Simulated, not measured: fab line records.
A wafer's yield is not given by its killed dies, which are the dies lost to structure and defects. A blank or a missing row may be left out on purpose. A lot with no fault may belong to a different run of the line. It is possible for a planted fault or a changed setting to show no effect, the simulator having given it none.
Chamber matching || flow sky130 || SKY_LI_CONTACT_HDPCVD_00 on hdpcvd-01: 3 sister chambers
The step deposits PSG, target thk 930 nm, time 155 s. 6 wafers are shown with their chamber, then 7 later ones without.

== EACH WAFER AND ITS CHAMBER ==
{"wafer": "L105.1", "chamber": 0, "run_length_s (s)": 183.5, "sih4_flow_sccm (sccm)": 59.86}
{"wafer": "L105.2", "chamber": 1, "run_length_s (s)": 183.6, "sih4_flow_sccm (sccm)": 59.93}
{"wafer": "L105.6", "chamber": 2, "run_length_s (s)": 182.6, "sih4_flow_sccm (sccm)": 60.00}
{"wafer": "L108.1", "chamber": 1, "run_length_s (s)": 183.0, "sih4_flow_sccm (sccm)": 59.79}
{"wafer": "L108.3", "chamber": 2, "run_length_s (s)": 182.1, "sih4_flow_sccm (sccm)": 60.25}
{"wafer": "L108.5", "chamber": 0, "run_length_s (s)": 183.9, "sih4_flow_sccm (sccm)": 59.90}

== WAFERS MISSING THEIR CHAMBER ==
{"wafer": "L110.3", "run_length_s (s)": 182.8, "sih4_flow_sccm (sccm)": 60.04}
{"wafer": "L110.4", "run_length_s (s)": 184.1, "sih4_flow_sccm (sccm)": 60.04}
{"wafer": "L110.6", "run_length_s (s)": 183.4, "sih4_flow_sccm (sccm)": 59.82}
{"wafer": "L116.1", "run_length_s (s)": 182.8, "sih4_flow_sccm (sccm)": 59.76}
{"wafer": "L116.6", "run_length_s (s)": 182.9, "sih4_flow_sccm (sccm)": 59.87}
{"wafer": "L118.4", "run_length_s (s)": 182.6, "sih4_flow_sccm (sccm)": 60.29}
{"wafer": "L118.5", "run_length_s (s)": 182.4, "sih4_flow_sccm (sccm)": 60.16}

== CHAMBER TAKEN BY EACH ==
{"wafer": "L110.3", "from the rows above": "can't be placed: 2 or 1 or 0", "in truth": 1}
{"wafer": "L110.4", "from the rows above": "can't be placed: 0 or 1", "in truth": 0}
{"wafer": "L110.6", "from the rows above": "can't be placed: 1 or 0", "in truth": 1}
{"wafer": "L116.1", "from the rows above": "can't be placed: 1 or 0 or 2", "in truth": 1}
{"wafer": "L116.6", "from the rows above": "can't be placed: 1 or 0 or 2", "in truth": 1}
{"wafer": "L118.4", "from the rows above": 2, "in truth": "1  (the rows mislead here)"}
{"wafer": "L118.5", "from the rows above": 2, "in truth": 2}
Correctly placed: 1 of 7. Cannot be placed on the basis of these rows: 5; the candidates contain the true chamber in 5. Placed wrongly: 1.
How it was worked out, from the rows above alone: a wafer's distance from a chamber is the root of the sum, over the readings, of the square of ((its reading less the chamber's mean) divided by the reading's scatter). If the next closest chamber is less than 2 further off than the closest, the wafer can't be placed; otherwise it belongs to the closest. A chamber's mean is the mean of its shown wafers. The scatter is the square root of a quotient: the sum, over the shown wafers, of each reading's squared deviation from its chamber's mean, divided by wafers minus chambers.
